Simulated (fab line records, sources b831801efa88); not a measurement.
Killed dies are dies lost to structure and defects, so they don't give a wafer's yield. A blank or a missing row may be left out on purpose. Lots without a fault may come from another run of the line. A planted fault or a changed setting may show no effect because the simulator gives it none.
Tool commonality check | flow sky130 | 15 lots, 45 wafers sampled

WHY IT WAS OPENED
At SKY_SD_N_TW_MEAS_12 the reading SD_N_TW is flagged on 3 of 15 lots. Wafers without a fault read 3994, standard deviation 30.
Rule: a lot is flagged when every wafer of it that has a number lies more than 4 standard deviations from that mean, or none has a number. The other lots count as sound.

lot  | measured     | on            | SD_N_TW, wafer by wafer | flag
L121 | day 27 20:26 | film_metro-04 | 3978 4022 3996          |
L123 | day 28 19:51 | film_metro-02 | 4000 4018 4017          |
L126 | day 29 11:20 | film_metro-04 | 3951 3954 3986          |
L125 | day 29 12:14 | film_metro-03 | 1393 1400 1401          | FLAGGED
L124 | day 29 13:26 | film_metro-03 | 1399 1403 1402          | FLAGGED
L127 | day 29 17:18 | film_metro-03 | 1401 1401 1395          | FLAGGED
L129 | day 30 15:20 | film_metro-04 | 3972 3956 3969          |
L134 | day 32 05:45 | film_metro-03 | 3987 3999 3995          |
L136 | day 32 17:26 | film_metro-03 | 4039 4049 4026          |
L137 | day 33 08:06 | film_metro-04 | 4000 4003 3977          |
L139 | day 33 21:47 | film_metro-02 | 3988 3972 3992          |
L140 | day 34 07:24 | film_metro-04 | 3975 3947 3969          |
L141 | day 34 08:23 | film_metro-03 | 4066 4051 4054          |
L142 | day 34 09:23 | film_metro-02 | 3985 3987 3995          |
L144 | day 35 01:32 | film_metro-04 | 3972 3988 3962          |
The numbers of the flagged lots are 1399 on average: -2595 against the usual, or -86 standard deviations.

WHICH TOOL RAN EACH LOT
The record holds 3 process steps before the reading, out of a route of 708 steps. In each cell: the tool, then ch and the chambers that the sampled wafers went through, then the start.
lot  | flag    | SKY_POLY_CUT_ETCH_10               | SKY_SD_N_IMPLANT_09             | SKY_SD_N_STRIP_11
L121 |         | rie_diel-03 ch 1,2, day 24 04:56   | implanter-04 ch 0, day 27 20:02 | plasma_asher-01 ch 0,1, day 27 20:20
L123 |         | rie_diel-04 ch 0,3, day 25 05:02   | implanter-01 ch 0, day 28 19:29 | plasma_asher-04 ch 0,1, day 28 19:46
L126 |         | rie_diel-02 ch 2,3, day 25 22:22   | implanter-01 ch 0, day 29 10:56 | plasma_asher-04 ch 0,1, day 29 11:14
L125 | FLAGGED | rie_diel-03 ch 1,3, day 25 22:43   | implanter-04, day 29 11:50      | plasma_asher-01 ch 0,1, day 29 12:08
L124 | FLAGGED | rie_diel-02 ch 1,2,3, day 25 23:44 | implanter-01, day 29 13:02      | plasma_asher-02 ch 0,1, day 29 13:20
L127 | FLAGGED | rie_diel-04 ch 0,2, day 26 04:14   | implanter-04, day 29 16:56      | plasma_asher-01 ch 0,1, day 29 17:13
L129 |         | rie_diel-03 ch 1,2,3, day 27 01:49 | implanter-04 ch 0, day 30 14:56 | plasma_asher-04 ch 0,1, day 30 15:14
L134 |         | rie_diel-04 ch 0,1,3, day 28 18:20 | implanter-01 ch 0, day 32 05:22 | plasma_asher-02 ch 0,1, day 32 05:38
L136 |         | rie_diel-04 ch 0,2,3, day 29 06:23 | implanter-03 ch 0, day 32 17:02 | plasma_asher-04 ch 0,1, day 32 17:20
L137 |         | rie_diel-04 ch 1,2,3, day 29 21:43 | implanter-03 ch 0, day 33 07:44 | plasma_asher-02 ch 0,1, day 33 08:01
L139 |         | rie_diel-02 ch 2,3, day 30 10:38   | implanter-01 ch 0, day 33 21:24 | plasma_asher-04 ch 0,1, day 33 21:41
L140 |         | rie_diel-04 ch 1,2, day 30 21:32   | implanter-03 ch 0, day 34 07:01 | plasma_asher-04 ch 0, day 34 07:17
L141 |         | rie_diel-03 ch 0,2,3, day 30 22:35 | implanter-01 ch 0, day 34 08:01 | plasma_asher-02 ch 0,1, day 34 08:17
L142 |         | rie_diel-02 ch 0,2,3, day 31 00:52 | implanter-03 ch 0, day 34 08:59 | plasma_asher-04 ch 0,1, day 34 09:17
L144 |         | rie_diel-02 ch 0,2,3, day 31 18:17 | implanter-03 ch 0, day 35 01:08 | plasma_asher-01 ch 0,1, day 35 01:26
What these steps do:
- SKY_POLY_CUT_ETCH_10: etches BARC in N2/H2, stops on SiO2, time 45.9 s, target depth 60 nm.
- SKY_SD_N_IMPLANT_09
- SKY_SD_N_STRIP_11: strips in O2/N2.
- SKY_SD_N_TW_MEAS_12

FLAGGED OVER TOTAL, TOOL BY TOOL (the gauges that took the reading come last)
step                 | tool            | lots run | flagged | share of the flagged lots | sound lots run after its first flagged lot
SKY_POLY_CUT_ETCH_10 | rie_diel-02     | 5        | 1       | some                      | 3 (L139,L142,L144)
SKY_POLY_CUT_ETCH_10 | rie_diel-03     | 4        | 1       | some                      | 2 (L129,L141)
SKY_POLY_CUT_ETCH_10 | rie_diel-04     | 6        | 1       | some                      | 4 (L134,L136,L137,L140)
SKY_SD_N_IMPLANT_09  | implanter-01    | 6        | 1       | some                      | 3 (L134,L139,L141)
SKY_SD_N_IMPLANT_09  | implanter-03    | 5        | 0       | none                      | -
SKY_SD_N_IMPLANT_09  | implanter-04    | 4        | 2       | some                      | 1 (L129)
SKY_SD_N_STRIP_11    | plasma_asher-01 | 4        | 2       | some                      | 1 (L144)
SKY_SD_N_STRIP_11    | plasma_asher-02 | 4        | 1       | some                      | 3 (L134,L137,L141)
SKY_SD_N_STRIP_11    | plasma_asher-04 | 7        | 0       | none                      | -
SKY_SD_N_TW_MEAS_12  | film_metro-02   | 3        | 0       | none                      | -
SKY_SD_N_TW_MEAS_12  | film_metro-03   | 6        | 3       | all                       | 3 (L134,L136,L141)
SKY_SD_N_TW_MEAS_12  | film_metro-04   | 6        | 0       | none                      | -

WHAT THE TABLE ALLOWS
1 row of the table ran every flagged lot: film_metro-03 at SKY_SD_N_TW_MEAS_12.
- film_metro-03 at SKY_SD_N_TW_MEAS_12: 3 of its 6 lots flagged. Sound lots ran on it after the first flagged one (L134, L136, L141), which a lasting fault on the whole tool wouldn't allow.
No row of the table ran every flagged lot and no sound lot after the first.

WHAT THE SIMULATOR HAD PUT IN
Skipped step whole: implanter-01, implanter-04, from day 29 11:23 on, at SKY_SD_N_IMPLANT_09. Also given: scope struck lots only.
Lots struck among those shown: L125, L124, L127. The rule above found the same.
